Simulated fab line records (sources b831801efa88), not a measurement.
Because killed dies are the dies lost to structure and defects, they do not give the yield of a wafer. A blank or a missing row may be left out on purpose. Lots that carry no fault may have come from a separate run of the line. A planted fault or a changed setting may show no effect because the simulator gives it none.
8D (eight disciplines) problem report, filled in by code | flow sky130 | the parts of the form that need people (team, actions taken, sign-off) are left out

1. PROBLEM STATEMENT
Mean CAPM_TIN_RS at SKY_CAPM_RS_MEAS_03: 17.97 ohm/sq over 3 wafers in 2 lots; fault-free wafers: 6.93 ohm/sq, standard deviation 0.06. So: +99 or more standard deviations from the usual mean.
The step: measures by four-point-probe.
The first sign was on wafer L429.5 at day 39 00:29, on film_metro-03. The record has a number at this step for 28 wafers belonging to 10 lots. By rule, "out" or "out of limits" means more than 4 standard deviations away from the usual mean. All remaining wafers that have a number are taken as sound.

2. WHAT IT IS; WHAT IT IS NOT
question                    | is                           | is not
which readings at this step | CAPM_TIN_RS                  | -
which lots                  | L429, L430                   | L421, L422, L424, L437, L439, L441, L443, L444
which wafers of those lots  | L429.5, L430.3, L430.5       | L429.1
read on which gauges        | film_metro-03, film_metro-04 | film_metro-02
when                        | from day 39 00:29            | up to then (10 sound wafers); but 15 sound wafers of L437, L439, L441, L443, L444 came after

3. WHAT RULES OUT EACH SUSPECT
Counting: any tool at a process step up to the reading remains a suspect provided it ran every lot that is out. Sound lots after the first of them don't rule it out here, since some wafers of a struck lot are sound.
- the gauge at SKY_CAPM_RS_MEAS_03 is ruled out. Those wafers that are out were read across 2 gauges (film_metro-03, film_metro-04).
- pvd_sputter-03 at SKY_CAPM_SPUTTER_02 (material TiN, target thk 200 nm, time 166.7 s): kept. It ran every lot that is out, first L429 (day 39 00:23); its last sound lot up to then is L424 (day 37 12:26).
Remaining after the count: pvd_sputter-03 at SKY_CAPM_SPUTTER_02.

4. THE CAUSE (what the simulator had put in)
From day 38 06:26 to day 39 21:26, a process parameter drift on pvd_sputter-03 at SKY_CAPM_SPUTTER_02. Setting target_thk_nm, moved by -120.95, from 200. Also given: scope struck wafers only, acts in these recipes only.
After counting, this tool was the only one left.

5. THE EFFECT CHAIN, in route order
Each row: a reading whose mean over the struck wafers that have a number lies more than 3 standard deviations from the usual. Only readings whose record carries a usual standard deviation are examined. hours: median over the lots of the time between each lot's start at the first step of this table that gives one and its start at this step. sigmas: the change, counted in usual standard deviations.
hours | step                   | reading            | usual       | on struck wafers | change | sigmas
0     | SKY_CAPM_RS_MEAS_03    | CAPM_TIN_RS        | 6.93 ohm/sq | 17.97            | +11.04 | +99 or more
0     | SKY_CAPM_THK_MEAS_04   | CAPM_TIN_THK       | 199.5 nm    | 79.4             | -120.1 | -71
24    | SKY_CAPM_METAL_ETCH_13 | oes_product_au     | 0.941 a.u.  | 0.602            | -0.339 | -48
24    | SKY_CAPM_METAL_ETCH_13 | throttle_valve_pct | 21.902 %    | 22.109           | +0.207 | +21
Its process steps:
- SKY_CAPM_METAL_ETCH_13: etches TiN in Cl2/BCl3, stops on SiO2, target depth 220 nm, time 62.9 s.
Later measuring or inspecting steps at which every struck wafer that the step has a row for has a number for every such reading, and none has moved that far: SKY_CAPM_OVL_MEAS_12.

6. HOW IT WOULD HAVE BEEN CAUGHT EARLIER
18 hours passed between the start of the fault at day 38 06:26 and the first reading out of limits at a measuring or inspecting step in this record, taken at day 39 00:29.
Of the tool readings at SKY_CAPM_SPUTTER_02 for which the record gives a usual standard deviation, none was out on any struck wafer, so an alarm limit of 4 standard deviations on them would not have fired.
Lots out: 2; of these, L430 started SKY_CAPM_SPUTTER_02 on pvd_sputter-03 after day 39 00:29. Had the tool been put on hold then, it would have been spared.
